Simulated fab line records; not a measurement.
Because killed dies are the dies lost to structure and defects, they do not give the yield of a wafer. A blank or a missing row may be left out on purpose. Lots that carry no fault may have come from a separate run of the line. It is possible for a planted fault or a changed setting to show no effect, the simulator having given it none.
Which tool is to blame? | flow sky130 | 13 lots with 37 wafers sampled at 4 steps, on a route of 708 steps

## WHAT THE GAUGES SHOWED, per wafer
SKY_METAL1_RS_MEAS_05: the measuring method here is four-point-probe. Usual: METAL1_ALCU_RS 0.1272 ohm/sq, standard deviation 0.0014.
lot  | measured     | on           | METAL1_ALCU_RS (ohm/sq) | flag
L865 | day 31 15:37 | filmMetro-02 | 0.1253 0.1240 0.1258    | 
L866 | day 32 00:58 | filmMetro-01 | 0.1252 0.1252 0.1266    | 
L867 | day 32 04:11 | filmMetro-03 | 0.1245 0.1253 0.1265    | 
L868 | day 32 16:56 | filmMetro-03 | 0.1263 0.1285 0.1280    | 
L869 | day 33 06:09 | filmMetro-01 | 0.1272 0.1268 0.1243    | 
L870 | day 33 07:21 | filmMetro-01 | 0.1272 0.1266 0.1280    | 
L871 | day 33 13:52 | filmMetro-02 | 0.1285 0.1304 0.1284    | 
L876 | day 35 14:58 | filmMetro-03 | 0.1286 0.1284           | 
L879 | day 36 10:21 | filmMetro-02 | 0.1268 0.1271           | 
L881 | day 37 05:04 | filmMetro-03 | 0.1290 0.1295 0.1279    | 
L882 | day 37 07:00 | filmMetro-02 | 0.1284 0.1282 0.1286    | 
L886 | day 39 03:29 | filmMetro-02 | 0.1279 0.1270 0.1285    | 
L887 | day 39 04:11 | filmMetro-02 | 0.1290 0.1278 0.1280    | 

SKY_METAL2_OVL_MEAS_16. Usual: METAL2_OVL -3 nm, standard deviation 5.
lot  | measured     | on         | METAL2_OVL (nm) | flag
L865 | day 35 04:14 | overlay-02 | 2 6 0           | 
L866 | day 35 11:13 | overlay-01 | 4 0 -7          | 
L867 | day 35 14:24 | overlay-02 | -16 -6 -7       | 
L868 | day 36 03:27 | overlay-01 | -11 -8 -8       | 
L869 | day 36 15:35 | overlay-01 | -4 -1 1         | 
L870 | day 36 17:02 | overlay-01 | 4 -3 1          | 
L871 | day 37 00:35 | overlay-01 | 2 6 -3          | 
L876 | day 39 01:14 | overlay-01 | -1 4            | 
L879 | day 39 19:57 | overlay-02 | 1 -3            | 
L881 | day 40 12:02 | overlay-02 | 7 2 4           | 
L882 | day 40 12:52 | overlay-02 | -5 -2 -11       | 
L886 | day 42 07:38 | overlay-01 | -7 -8 -7        | 
L887 | day 42 07:59 | overlay-01 | -4 1 -1         | 

## WHICH TOOL RAN EACH LOT (tool, then ch and the chambers of the sampled wafers, then the start)
lot  | SKY_VIA1_CMP_24               | SKY_METAL2_SPUTTER_03
L865 | cmp-02 ch 0,2, day 34 00:48   | pvdSputter-01, day 34 01:07
L866 | cmp-01 ch 0,1,2, day 34 08:31 | pvdSputter-02, day 34 08:53
L867 | cmp-02 ch 2,3, day 34 11:38   | pvdSputter-02, day 34 11:57
L868 | cmp-02 ch 0,1,2, day 35 01:05 | pvdSputter-02, day 35 01:28
L869 | cmp-02 ch 0,1, day 35 13:35   | pvdSputter-02, day 35 13:58
L870 | cmp-02 ch 0,1, day 35 14:14   | pvdSputter-01, day 35 14:34
L871 | cmp-02 ch 0,1,3, day 35 21:49 | pvdSputter-04, day 35 22:11
L876 | cmp-02 ch 1,2, day 37 22:31   | pvdSputter-01, day 37 22:47
L879 | cmp-02 ch 0,1, day 38 18:15   | pvdSputter-02, day 38 18:31
L881 | cmp-01 ch 0,2,3, day 39 11:05 | pvdSputter-01, day 39 11:25
L882 | cmp-01 ch 0,1,2, day 39 12:47 | pvdSputter-01, day 39 13:10
L886 | cmp-01 ch 0,3, day 41 07:31   | pvdSputter-04, day 41 07:53
L887 | cmp-01 ch 1,2,3, day 41 07:58 | pvdSputter-01, day 41 08:20
- SKY_VIA1_CMP_24: polishes, stops on SiO2, t overpolish 15 s, target thk 0 nm.
- SKY_METAL2_SPUTTER_03: material Ti, target thk 5 nm, time 3.3 s.

## AS READ BY THE TOOLS THEMSELVES (means over the sampled wafers that have a number; for cases with no such wafer, the mark the record gives instead)
SKY_VIA1_CMP_24. Usual: motorCurrentA 11.1 A, standard deviation 0.99; overpolishRunS 15.001 s, standard deviation 0.0083; retainingRingPressureFrac 1.000, standard deviation 0.0053; timeToEndpointS 65 s, standard deviation 3.1.
lot  | tool   | motorCurrentA (A) | overpolishRunS (s) | retainingRingPressureFrac | timeToEndpointS (s) | flag
L865 | cmp-02 | 10.8              | 15.000             | 0.996                     | 66                  | 
L866 | cmp-01 | 11.2              | 14.996             | 1.007                     | 68                  | 
L867 | cmp-02 | 10.1              | 15.001             | 0.996                     | 66                  | 
L868 | cmp-02 | 11.5              | 15.002             | 1.001                     | 60                  | 
L869 | cmp-02 | 12.0              | 14.996             | 1.001                     | 62                  | 
L870 | cmp-02 | 12.7              | 14.999             | 0.998                     | 61                  | 
L871 | cmp-02 | 11.9              | 15.004             | 0.999                     | 67                  | 
L876 | cmp-02 | 11.8              | 15.002             | 1.002                     | 50                  | OFF
L879 | cmp-02 | 12.8              | 14.999             | 1.001                     | 46                  | OFF
L881 | cmp-01 | 11.1              | 14.995             | 0.999                     | 68                  | 
L882 | cmp-01 | 11.2              | 15.002             | 1.003                     | 65                  | 
L886 | cmp-01 | 10.9              | 14.996             | 1.000                     | 67                  | 
L887 | cmp-01 | 10.8              | 14.998             | 1.005                     | 67                  | 

SKY_METAL2_SPUTTER_03. Usual: throttleValvePct 29.2 %, standard deviation 0.93.
lot  | tool          | throttleValvePct (%) | flag
L865 | pvdSputter-01 | 29.2                 | 
L866 | pvdSputter-02 | 29.7                 | 
L867 | pvdSputter-02 | 28.3                 | 
L868 | pvdSputter-02 | 28.4                 | 
L869 | pvdSputter-02 | 30.3                 | 
L870 | pvdSputter-01 | 28.8                 | 
L871 | pvdSputter-04 | 28.7                 | 
L876 | pvdSputter-01 | 29.4                 | 
L879 | pvdSputter-02 | 28.6                 | 
L881 | pvdSputter-01 | 29.1                 | 
L882 | pvdSputter-01 | 28.9                 | 
L886 | pvdSputter-04 | 29.0                 | 
L887 | pvdSputter-01 | 29.0                 | 

## THE ANSWER, worked out from the rows above alone
Rule: lot off if the mean of its wafers having a number is beyond 3 standard deviations from the usual mean. Also off: a lot with no number at a reading for which 4 or more lots have one. Where the step has rows for the other lots, those lots are counted as sound. After the gauges, taken in route order, come the tools' own readings; for these a lot's mean is taken, as printed above. At the first step where some lot is off, the reading lying furthest off is the one used; lots without a number count as furthest.
Off at SKY_VIA1_CMP_24 (timeToEndpointS): L876, L879.
If a tool, at that step or one of the process steps before it, ran each lot that is off and ran no sound lot following the first of them, it fits. One fits: SKY_VIA1_CMP_24 on cmp-02. A fault onset in the window from L871 (day 35 21:49, its last sound lot) to L876 (day 37 22:31, its first lot off) fits.
The tool's own readings at SKY_VIA1_CMP_24 bear it out: on the lots that are off they differ by more than 5 times the standard deviation of the sound lots' means. timeToEndpointS reads 48 s there against 65 s on the sound lots.

## WHAT WAS PUT IN BY THE SIMULATOR
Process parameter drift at SKY_VIA1_CMP_24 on cmp-02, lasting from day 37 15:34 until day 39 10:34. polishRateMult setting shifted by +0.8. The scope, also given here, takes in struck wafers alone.
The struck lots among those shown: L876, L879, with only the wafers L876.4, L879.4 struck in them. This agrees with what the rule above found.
